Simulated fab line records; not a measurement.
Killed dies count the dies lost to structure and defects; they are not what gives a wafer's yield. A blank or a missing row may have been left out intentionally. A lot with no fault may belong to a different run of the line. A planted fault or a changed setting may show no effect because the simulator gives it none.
Which tool is to blame? | flow gf180mcu | 6 lots with 18 wafers sampled at 2 steps, on a route of 602 steps

== WHAT THE GAUGES SHOWED, per wafer ==
GF_V3_THK_MEAS_01.
lot  | measured     | on            | V3_CVD_00_THK (nm)
L502 | day 21 03:34 | film metro-03 | 594 588 595
L504 | day 22 05:16 | film metro-03 | 608 601 590
L507 | day 23 08:19 | film metro-02 | 596 598 604
L509 | day 24 07:43 | film metro-03 | 611 606 620
L511 | day 25 01:55 | film metro-02 | 611 610 601
L513 | day 26 02:06 | film metro-02 | 601 611 597

== WHAT TOOL EACH LOT RAN ON (gives the tool, then ch and the chambers of the sampled wafers, and finally the start) ==
lot  | GF_M3_SPUTTER_00
L502 | pvd sputter-01, day 20 03:01
L504 | pvd sputter-03, day 21 04:43
L507 | pvd sputter-04, day 22 08:16
L509 | pvd sputter-04, day 23 08:17
L511 | pvd sputter-03, day 24 03:02
L513 | pvd sputter-03, day 25 02:58
- GF_M3_SPUTTER_00: material Ti, target thk 37.5 nm, time 150 s.

== THE ANSWER, worked out from the rows above alone ==
Rule: the lots themselves supply what counts as usual. Put in order of their means at a reading, lots are off if they are a third of the lots or fewer, leave a main group of 4 or more, and stand apart from it by a gap of 3 or more times the standard deviation of the main group's means; of several such gaps the widest counts. A main group is skipped when, at the precision printed for the reading in the tables above, its means are all equal. Also off: a lot with no number at a reading for which 4 or more lots have one. Any other lot the step has rows for is counted as sound.
None of the lots is off at any reading shown; this tells nothing.

== WHAT THE SIMULATOR HAD PUT IN ==
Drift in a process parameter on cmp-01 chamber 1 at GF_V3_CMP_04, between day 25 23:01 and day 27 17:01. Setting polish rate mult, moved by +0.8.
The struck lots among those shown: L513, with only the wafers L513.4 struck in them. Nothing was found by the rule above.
